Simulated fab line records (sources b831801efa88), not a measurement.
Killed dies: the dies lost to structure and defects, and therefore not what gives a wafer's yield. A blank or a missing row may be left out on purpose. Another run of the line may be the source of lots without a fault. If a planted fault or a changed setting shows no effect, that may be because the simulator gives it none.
A struck lot beside a sound one -- flow sky130 -- 16 out of 708 route steps
Sound: these wafers, L665.2, L665.4, L665.5. Struck: wafers L672.1, L672.4. (L672.3 of the same lot was not struck and is left out.) The cause comes at the end.
Per side, at each step with rows, come the tool, then ch with its chambers, and then its first start. Under that, the readings that differ: sound wafers -- struck wafers -- difference of the means -- sigmas: that difference in standard deviations of wafers without a fault.
alike: readings with means less than 2 such deviations apart, plus words and numbers identical on both sides. not compared: withheld readings, readings lacking a value on some wafer, bounds such as >300 that could conceal the same value, and numbers that have no deviation in the record and whose values overlap.
Wherever a step has rows on one side only, a row that says differs or no value, or a row with sigmas, the two part there. When numbers do not overlap yet have no deviation, they are printed without sigmas and do not part them. A reading that every wafer of one side lacks parts them only if that side has two wafers or more.

first, 3 steps without rows for these wafers: SKY_METAL1_EXPOSE_12 (exposes mask MM1, target cd 140 nm); SKY_METAL1_PEB_13; SKY_METAL1_DEVELOP_14 (develop time 60 s).
SKY_METAL1_CD_MEAS_15: target cd 140 nm.
  struck on cdSem-02, day 35 10:23; sound on cdSem-02, day 32 22:04
  alike: cdNm
SKY_METAL1_OVL_MEAS_16:
  struck on overlay-01, day 35 10:31; sound on overlay-01, day 32 22:10
reading,sound,struck,difference,sigmas
METAL1_OVL (nm),-12 -8 -10,1 3,+12,+2
SKY_METAL1_DESCUM_17: chemistry O2, time 8 s.
  sound on rieMetal-02 ch 0, day 32 22:12; struck on rieMetal-04 ch 0, day 35 10:32
  alike: drypumpMotorCurrentA, oesProductAu
  not compared: rfHoursCounterH
SKY_METAL1_ETCH_18: etches BARC in N2/H2, stops on SiO2, time 45.9 s, target depth 60 nm.
  sound on rieMetal-02 ch 0, day 32 22:14; struck on rieMetal-04 ch 0, day 35 10:34
  alike: drypumpMotorCurrentA, oesProductAu, throttleValvePct
  not compared: rfHoursCounterH
SKY_METAL1_METAL_ETCH_19: etches the open film in Cl2/BCl3, stops on SiO2, target depth 360 nm, time 78 s.
  sound on rieMetal-02 ch 0, day 32 22:17; struck on rieMetal-04 ch 0, day 35 10:38
  alike: drypumpMotorCurrentA, oesProductAu, throttleValvePct
  not compared: rfHoursCounterH
SKY_METAL1_STRIP_20: strips in O2/N2.
  sound on plasmaAsher-02 ch 0,1, day 32 22:23; struck on plasmaAsher-03 ch 0,1, day 35 10:44
  alike: drypumpMotorCurrentA, oesProductAu, stripTimeToEndpointS
  not compared: rfHoursCounterH
then, 3 steps without rows for these wafers: SKY_METAL1_STRIP_21 (strips in post etch residue remover, time 1200 s); SKY_METAL1_CLEAN_22 (cleans in IPA, time 180 s); SKY_METAL1_CLEAN_23 (cleans in O3/DIW).
SKY_VIA1_HDPCVD_00: deposits SiO2, target thk 1030 nm, time 171.7 s.
  sound on hdpcvd-01 ch 0,1,2, day 32 22:59; struck on hdpcvd-01 ch 2, day 35 11:25
reading,sound,struck,difference,sigmas
sih4FlowSccm (sccm),59.77 60.33 60.02,72.01 72.16,+12.05,+67
model.SiO2_of_VIA1_HDPCVD_00.thkNm (nm),1031 1027 1015,1239 1225,+208,
SKY_VIA1_THK_MEAS_01:
  struck on filmMetro-02, day 35 11:31; sound on filmMetro-04, day 32 23:06
reading,sound,struck,difference,sigmas
VIA1_HDPCVD_THK (nm),1031 1028 1016,1239 1224,+206,+21
SKY_VIA1_CMP_02: polishes SiO2.
  sound on cmp-01 ch 0,1,2, day 32 23:12; struck on cmp-01 ch 1,2, day 35 11:38
  alike: motorCurrentA, retainingRingPressureFrac, slurryFilterDpKPa
-- the record jumps here: 12 days lie between the struck wafers' starts before and after (it left off in module VIA1 and takes up again in module PAD_OPEN, whose first step shown is number 708 of the route) --
SKY_PAD_OPEN_PROBE_99:
  rows exist in the record for the struck wafers here (prober-01, day 47 18:09), but not for the sound ones

== WHERE THEY PART ==
At SKY_METAL1_OVL_MEAS_16 first; at SKY_PAD_OPEN_PROBE_99 last (within this record only).

WHY: whatever the simulator had introduced
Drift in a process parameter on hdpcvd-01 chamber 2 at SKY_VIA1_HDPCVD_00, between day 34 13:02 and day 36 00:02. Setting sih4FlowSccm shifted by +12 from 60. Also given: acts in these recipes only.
